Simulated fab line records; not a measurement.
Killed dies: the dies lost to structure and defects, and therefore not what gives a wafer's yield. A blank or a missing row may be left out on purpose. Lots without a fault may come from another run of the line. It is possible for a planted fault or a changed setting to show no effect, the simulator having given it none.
Which of the tools did it? :: flow sky130 :: 39 wafers from 13 lots sampled at 6 of the route's 708 steps

== WHAT THE GAUGES READ, wafer by wafer ==
SKY_SPACER_THK_MEAS_01.
lot: L358
measured: day 22 22:44
on: filmMetro-01
SPACER_CVD_00_THK (nm): 41.9 42.3 42.3

lot: L360
measured: day 23 18:45
on: filmMetro-03
SPACER_CVD_00_THK (nm): 43.0 42.9 43.1

lot: L361
measured: day 23 23:10
on: filmMetro-01
SPACER_CVD_00_THK (nm): 43.0 42.8 43.2

lot: L362
measured: day 24 17:44
on: filmMetro-01
SPACER_CVD_00_THK (nm): 43.6 43.6 43.3

lot: L364
measured: day 25 19:58
on: filmMetro-01
SPACER_CVD_00_THK (nm): 42.7 42.8 43.1

lot: L366
measured: day 26 05:02
on: filmMetro-01
SPACER_CVD_00_THK (nm): 43.5 43.4 43.5

lot: L372
measured: day 28 12:53
on: filmMetro-03
SPACER_CVD_00_THK (nm): 43.3 43.1 43.4

lot: L375
measured: day 29 02:33
on: filmMetro-02
SPACER_CVD_00_THK (nm): 44.1 44.4 44.0

lot: L376
measured: day 29 06:28
on: filmMetro-03
SPACER_CVD_00_THK (nm): 43.4 43.0 42.9

lot: L377
measured: day 29 19:17
on: filmMetro-01
SPACER_CVD_00_THK (nm): 43.2 43.2 43.2

lot: L379
measured: day 30 03:23
on: filmMetro-01
SPACER_CVD_00_THK (nm): 43.3 43.7 43.3

lot: L378
measured: day 30 03:24
on: filmMetro-03
SPACER_CVD_00_THK (nm): 42.9 43.1 42.5

lot: L380
measured: day 30 09:01
on: filmMetro-03
SPACER_CVD_00_THK (nm): 44.0 43.6 44.1

SKY_SD_P_TW_MEAS_11.
lot: L358
measured: day 25 10:54
on: filmMetro-04
SD_P_TW: 2843 2858 2847

lot: L360
measured: day 26 06:33
on: filmMetro-01
SD_P_TW: 2850 2833 2831

lot: L361
measured: day 26 10:52
on: filmMetro-01
SD_P_TW: 2843 2845 2833

lot: L362
measured: day 27 04:49
on: filmMetro-02
SD_P_TW: 2771 2768 2776

lot: L364
measured: day 28 05:40
on: filmMetro-02
SD_P_TW: 2777 2778 2780

lot: L366
measured: day 28 14:44
on: filmMetro-02
SD_P_TW: 2787 2779 2790

lot: L372
measured: day 30 15:38
on: filmMetro-02
SD_P_TW: 2807 2801 2811

lot: L375
measured: day 31 05:51
on: filmMetro-04
SD_P_TW: 2851 2854 2875

lot: L376
measured: day 31 09:00
on: filmMetro-04
SD_P_TW: 2866 2855 2869

lot: L377
measured: day 31 22:32
on: filmMetro-02
SD_P_TW: 2793 2791 2793

lot: L379
measured: day 32 08:43
on: filmMetro-01
SD_P_TW: 2821 2830 2825

lot: L378
measured: day 32 08:26
on: filmMetro-01
SD_P_TW: 2813 2828 2837

lot: L380
measured: day 32 14:02
on: filmMetro-01
SD_P_TW: 2828 2811 2819

SKY_RES_XHIGH_TW_MEAS_09.
lot: L358
measured: day 26 16:29
on: filmMetro-01
RES_XHIGH_TW: 1652 1645 1644

lot: L360
measured: day 27 12:05
on: filmMetro-01
RES_XHIGH_TW: 1651 1654 1645

lot: L361
measured: day 27 15:48
on: filmMetro-04
RES_XHIGH_TW: 1649 1648 1646

lot: L362
measured: day 28 09:09
on: filmMetro-02
RES_XHIGH_TW: 1617 1619 1611

lot: L364
measured: day 29 07:55
on: filmMetro-04
RES_XHIGH_TW: 1649 1652 1655

lot: L366
measured: day 29 17:03
on: filmMetro-01
RES_XHIGH_TW: 30 30 30

lot: L372
measured: day 31 18:26
on: filmMetro-04
RES_XHIGH_TW: 1660 1661 1661

lot: L375
measured: day 32 09:30
on: filmMetro-02
RES_XHIGH_TW: 1612 1614 1614

lot: L376
measured: day 32 12:36
on: filmMetro-01
RES_XHIGH_TW: 1641 1631 1634

lot: L377
measured: day 33 02:01
on: filmMetro-01
RES_XHIGH_TW: 1656 1646 1644

lot: L379
measured: day 33 11:17
on: filmMetro-01
RES_XHIGH_TW: 1649 1656 1659

lot: L378
measured: day 33 10:39
on: filmMetro-01
RES_XHIGH_TW: 1659 1640 1645

lot: L380
measured: day 33 15:35
on: filmMetro-04
RES_XHIGH_TW: 1653 1653 1655

SKY_SD_N_TW_MEAS_12.
lot: L358
measured: day 27 21:36
on: filmMetro-02
SD_N_TW: 3902 3920 3893

lot: L360
measured: day 28 16:12
on: filmMetro-01
SD_N_TW: 3974 3977 3959

lot: L361
measured: day 28 19:13
on: filmMetro-01
SD_N_TW: 3971 3963 3991

lot: L362
measured: day 29 11:58
on: filmMetro-01
SD_N_TW: 4017 4031 4033

lot: L364
measured: day 30 09:34
on: filmMetro-04
SD_N_TW: 3993 4007 4001

lot: L366
measured: day 30 18:07
on: filmMetro-02
SD_N_TW: 3907 3932 3924

lot: L372
measured: day 32 22:24
on: filmMetro-02
SD_N_TW: 3896 3904 3911

lot: L375
measured: day 33 12:14
on: filmMetro-04
SD_N_TW: 4043 4036 4046

lot: L376
measured: day 33 14:47
on: filmMetro-01
SD_N_TW: 3999 4020 4001

lot: L377
measured: day 34 04:19
on: filmMetro-02
SD_N_TW: 3926 3923 3895

lot: L379
measured: day 34 13:34
on: filmMetro-02
SD_N_TW: 3935 3905 3922

lot: L378
measured: day 34 12:43
on: filmMetro-02
SD_N_TW: 3923 3895 3944

lot: L380
measured: day 34 18:42
on: filmMetro-02
SD_N_TW: 3907 3903 3926

== WHAT TOOL EACH LOT RAN ON (gives the tool, then ch and the chambers of the sampled wafers, and finally the start) ==
lot: L358
SKY_SD_P_STRIP_10: plasmaAsher-02 ch 0,1, day 25 10:48
SKY_RES_XHIGH_STRIP_08: plasmaAsher-03 ch 0,1, day 26 16:23

lot: L360
SKY_SD_P_STRIP_10: plasmaAsher-02 ch 0,1, day 26 06:27
SKY_RES_XHIGH_STRIP_08: plasmaAsher-04 ch 0,1, day 27 11:59

lot: L361
SKY_SD_P_STRIP_10: plasmaAsher-01 ch 0,1, day 26 10:45
SKY_RES_XHIGH_STRIP_08: plasmaAsher-02 ch 0,1, day 27 15:41

lot: L362
SKY_SD_P_STRIP_10: plasmaAsher-04 ch 0,1, day 27 04:42
SKY_RES_XHIGH_STRIP_08: plasmaAsher-03 ch 0,1, day 28 09:02

lot: L364
SKY_SD_P_STRIP_10: plasmaAsher-04 ch 0,1, day 28 05:35
SKY_RES_XHIGH_STRIP_08: plasmaAsher-03 ch 0,1, day 29 07:49

lot: L366
SKY_SD_P_STRIP_10: plasmaAsher-04 ch 0,1, day 28 14:37
SKY_RES_XHIGH_STRIP_08: plasmaAsher-04 ch 0,1, day 29 16:56

lot: L372
SKY_SD_P_STRIP_10: plasmaAsher-02 ch 0,1, day 30 15:32
SKY_RES_XHIGH_STRIP_08: plasmaAsher-02 ch 0,1, day 31 18:20

lot: L375
SKY_SD_P_STRIP_10: plasmaAsher-02 ch 0,1, day 31 05:46
SKY_RES_XHIGH_STRIP_08: plasmaAsher-04 ch 0,1, day 32 09:24

lot: L376
SKY_SD_P_STRIP_10: plasmaAsher-02 ch 0,1, day 31 08:55
SKY_RES_XHIGH_STRIP_08: plasmaAsher-03 ch 0,1, day 32 12:30

lot: L377
SKY_SD_P_STRIP_10: plasmaAsher-02 ch 0,1, day 31 22:28
SKY_RES_XHIGH_STRIP_08: plasmaAsher-04 ch 0,1, day 33 01:55

lot: L379
SKY_SD_P_STRIP_10: plasmaAsher-02 ch 0,1, day 32 08:37
SKY_RES_XHIGH_STRIP_08: plasmaAsher-04 ch 0,1, day 33 11:11

lot: L378
SKY_SD_P_STRIP_10: plasmaAsher-04 ch 0,1, day 32 08:19
SKY_RES_XHIGH_STRIP_08: plasmaAsher-02 ch 0,1, day 33 10:32

lot: L380
SKY_SD_P_STRIP_10: plasmaAsher-02 ch 0,1, day 32 13:56
SKY_RES_XHIGH_STRIP_08: plasmaAsher-04 ch 0,1, day 33 15:29
- SKY_SD_P_STRIP_10: strips in O2/N2.
- SKY_RES_XHIGH_STRIP_08: strips in O2/N2.

== WHAT THE TOOLS THEMSELVES READ (means of the sampled wafers that have a number; where no wafer has one, the mark that the record gives instead) ==
SKY_SD_P_STRIP_10.
lot: L358
tool: plasmaAsher-02
drypumpMotorCurrentA (A): 5.7
oesProductAu (a.u.): 0.616
stripTimeToEndpointS (s): 17.49

lot: L360
tool: plasmaAsher-02
drypumpMotorCurrentA (A): 6.2
oesProductAu (a.u.): 0.618
stripTimeToEndpointS (s): 17.53

lot: L361
tool: plasmaAsher-01
drypumpMotorCurrentA (A): 5.9
oesProductAu (a.u.): 0.622
stripTimeToEndpointS (s): 17.49

lot: L362
tool: plasmaAsher-04
drypumpMotorCurrentA (A): 6.0
oesProductAu (a.u.): 0.615
stripTimeToEndpointS (s): 17.52

lot: L364
tool: plasmaAsher-04
drypumpMotorCurrentA (A): 5.6
oesProductAu (a.u.): 0.617
stripTimeToEndpointS (s): 17.49

lot: L366
tool: plasmaAsher-04
drypumpMotorCurrentA (A): 5.6
oesProductAu (a.u.): 0.560
stripTimeToEndpointS (s): -

lot: L372
tool: plasmaAsher-02
drypumpMotorCurrentA (A): 6.2
oesProductAu (a.u.): 0.621
stripTimeToEndpointS (s): 17.56

lot: L375
tool: plasmaAsher-02
drypumpMotorCurrentA (A): 5.7
oesProductAu (a.u.): 0.618
stripTimeToEndpointS (s): 17.53

lot: L376
tool: plasmaAsher-02
drypumpMotorCurrentA (A): 5.7
oesProductAu (a.u.): 0.621
stripTimeToEndpointS (s): 17.51

lot: L377
tool: plasmaAsher-02
drypumpMotorCurrentA (A): 5.8
oesProductAu (a.u.): 0.616
stripTimeToEndpointS (s): 17.53

lot: L379
tool: plasmaAsher-02
drypumpMotorCurrentA (A): 6.2
oesProductAu (a.u.): 0.621
stripTimeToEndpointS (s): 17.51

lot: L378
tool: plasmaAsher-04
drypumpMotorCurrentA (A): 5.6
oesProductAu (a.u.): 0.616
stripTimeToEndpointS (s): 17.46

lot: L380
tool: plasmaAsher-02
drypumpMotorCurrentA (A): 5.7
oesProductAu (a.u.): 0.615
stripTimeToEndpointS (s): 17.51

SKY_RES_XHIGH_STRIP_08.
lot: L358
tool: plasmaAsher-03
drypumpMotorCurrentA (A): 5.3
oesProductAu (a.u.): 0.714
stripTimeToEndpointS (s): 14.25

lot: L360
tool: plasmaAsher-04
drypumpMotorCurrentA (A): 5.9
oesProductAu (a.u.): 0.709
stripTimeToEndpointS (s): 14.23

lot: L361
tool: plasmaAsher-02
drypumpMotorCurrentA (A): 5.7
oesProductAu (a.u.): 0.711
stripTimeToEndpointS (s): 14.34

lot: L362
tool: plasmaAsher-03
drypumpMotorCurrentA (A): 5.6
oesProductAu (a.u.): 0.711
stripTimeToEndpointS (s): 14.29

lot: L364
tool: plasmaAsher-03
drypumpMotorCurrentA (A): 5.3
oesProductAu (a.u.): 0.714
stripTimeToEndpointS (s): 14.27

lot: L366
tool: plasmaAsher-04
drypumpMotorCurrentA (A): 5.6
oesProductAu (a.u.): 0.716
stripTimeToEndpointS (s): 24.68

lot: L372
tool: plasmaAsher-02
drypumpMotorCurrentA (A): 6.1
oesProductAu (a.u.): 0.716
stripTimeToEndpointS (s): 14.24

lot: L375
tool: plasmaAsher-04
drypumpMotorCurrentA (A): 5.7
oesProductAu (a.u.): 0.712
stripTimeToEndpointS (s): 14.25

lot: L376
tool: plasmaAsher-03
drypumpMotorCurrentA (A): 5.3
oesProductAu (a.u.): 0.707
stripTimeToEndpointS (s): 14.19

lot: L377
tool: plasmaAsher-04
drypumpMotorCurrentA (A): 5.7
oesProductAu (a.u.): 0.710
stripTimeToEndpointS (s): 14.28

lot: L379
tool: plasmaAsher-04
drypumpMotorCurrentA (A): 5.7
oesProductAu (a.u.): 0.707
stripTimeToEndpointS (s): 14.30

lot: L378
tool: plasmaAsher-02
drypumpMotorCurrentA (A): 6.2
oesProductAu (a.u.): 0.708
stripTimeToEndpointS (s): 14.21

lot: L380
tool: plasmaAsher-04
drypumpMotorCurrentA (A): 5.9
oesProductAu (a.u.): 0.706
stripTimeToEndpointS (s): 14.26

== THE ANSWER, worked out from the rows above alone ==
Rule: usual is defined by the lots themselves. The widest of any qualifying gaps counts: lots, ordered by their means at a reading, are off when they make up no more than a third of the lots, leave a main group of 4 or more, and stand apart from it by 3 or more times the standard deviation of that group's means. A main group whose means are all the same, to the digits that the tables above print for the reading, isn't used. Also off: a lot with no number at a reading for which 4 or more lots have one. Any other lot the step has rows for is counted as sound. First the gauges in route order, then the tools' own readings, where a lot's mean is used as printed above. The first step at which some lot is off is used, and at that step the reading that is off furthest; a lot without a number counts as furthest.
Off: at SKY_RES_XHIGH_TW_MEAS_09 (RES_XHIGH_TW), L366. The main group: mean 1644, standard deviation 14.
If a tool, at a process step before that reading, ran all the lots that are off and no sound lot after the first of them, it fits. The gauges at SKY_RES_XHIGH_TW_MEAS_09 aren't tried: what is off there is off at SKY_SD_P_STRIP_10 too, on other tools, and a gauge's error can't cause that. No candidate that was tried fits.

== WHAT WAS PUT IN BY THE SIMULATOR ==
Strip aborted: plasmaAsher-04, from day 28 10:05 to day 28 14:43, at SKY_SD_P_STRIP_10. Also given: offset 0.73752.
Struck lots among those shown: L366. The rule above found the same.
